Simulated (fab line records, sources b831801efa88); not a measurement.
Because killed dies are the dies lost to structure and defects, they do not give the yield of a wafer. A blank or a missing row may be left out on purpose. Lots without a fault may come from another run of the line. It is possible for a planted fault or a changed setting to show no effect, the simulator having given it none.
Which tool was responsible? | flow gf180mcu | Sampling: 11 lots, 33 wafers, 2 of 602 route steps

WHAT EACH GAUGE READ, for each wafer
GF_M1_RS_MEAS_05: measurement is done with a four-point probe.
lot  | measured     | on            | M1_ALCU_RS (ohm/sq)
L646 | day 16 05:56 | film-metro-01 | 0.0699 0.0693 0.0696
L648 | day 16 23:04 | film-metro-01 | 0.0692 0.0695 0.0685
L651 | day 18 03:49 | film-metro-02 | 0.0712 0.0704 0.0709
L653 | day 19 03:37 | film-metro-03 | 0.0708 0.0702 0.0706
L655 | day 19 12:41 | film-metro-03 | 0.0702 0.0702 0.0697
L656 | day 20 02:05 | film-metro-02 | 0.0702 0.0694 0.0704
L660 | day 21 04:02 | film-metro-01 | 0.0821 0.0827 0.0811
L661 | day 21 11:42 | film-metro-01 | 0.0696 0.0695 0.0693
L662 | day 21 17:23 | film-metro-02 | 0.0847 0.0854 0.0846
L663 | day 22 00:45 | film-metro-02 | 0.0827 0.0811 0.0832
L666 | day 23 02:57 | film-metro-02 | 0.0696 0.0702 0.0705

TOOL THAT RAN EACH LOT (tool first, then ch and the chambers of the sampled wafers, then the start)
lot  | GF_M1_SPUTTER_02
L646 | pvd-sputter-02, day 16 05:50
L648 | pvd-sputter-04, day 16 22:57
L651 | pvd-sputter-04, day 18 03:42
L653 | pvd-sputter-01, day 19 03:31
L655 | pvd-sputter-01, day 19 12:36
L656 | pvd-sputter-01, day 20 02:00
L660 | pvd-sputter-04, day 21 03:57
L661 | pvd-sputter-01, day 21 11:37
L662 | pvd-sputter-04, day 21 17:18
L663 | pvd-sputter-04, day 22 00:38
L666 | pvd-sputter-02, day 23 02:52
- GF_M1_SPUTTER_02: material AlCu, target thk 450 nm, time 23.9 s.

THE ANSWER, worked out from the rows above alone
Rule: what is usual is taken from the lots themselves. Put in order of their means at a reading, lots are off if they are a third of the lots or fewer, leave a main group of 4 or more, and stand apart from it by a gap of 3 or more times the standard deviation of the main group's means; of several such gaps the widest counts. If all means in a main group match to the digits the tables above print for the reading, that group is not used. A lot without any number at a reading at which 4 lots or more have one is off too. Where the step has rows for the other lots, those lots are counted as sound.
Off: L660, L662, L663, seen at GF_M1_RS_MEAS_05 (M1_ALCU_RS). The main group has a mean of 0.0700 ohm/sq with a standard deviation of 0.00053.
A tool fits if, at a process step before that reading, it ran every lot that is off, and no sound lot after the first of them. The gauges at GF_M1_RS_MEAS_05 are tried like those tools. One fits: GF_M1_SPUTTER_02 on pvd-sputter-04. A fault onset in the window from L651 (day 18 03:42, its last sound lot) to L660 (day 21 03:57, its first lot off) fits.

WHAT HAD BEEN PUT IN BY THE SIMULATOR
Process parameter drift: pvd-sputter-04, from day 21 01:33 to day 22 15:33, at GF_M1_SPUTTER_02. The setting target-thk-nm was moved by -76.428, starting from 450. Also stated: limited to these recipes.
Shown lots that were struck: L660, L662, L663. This agrees with what the rule above found.
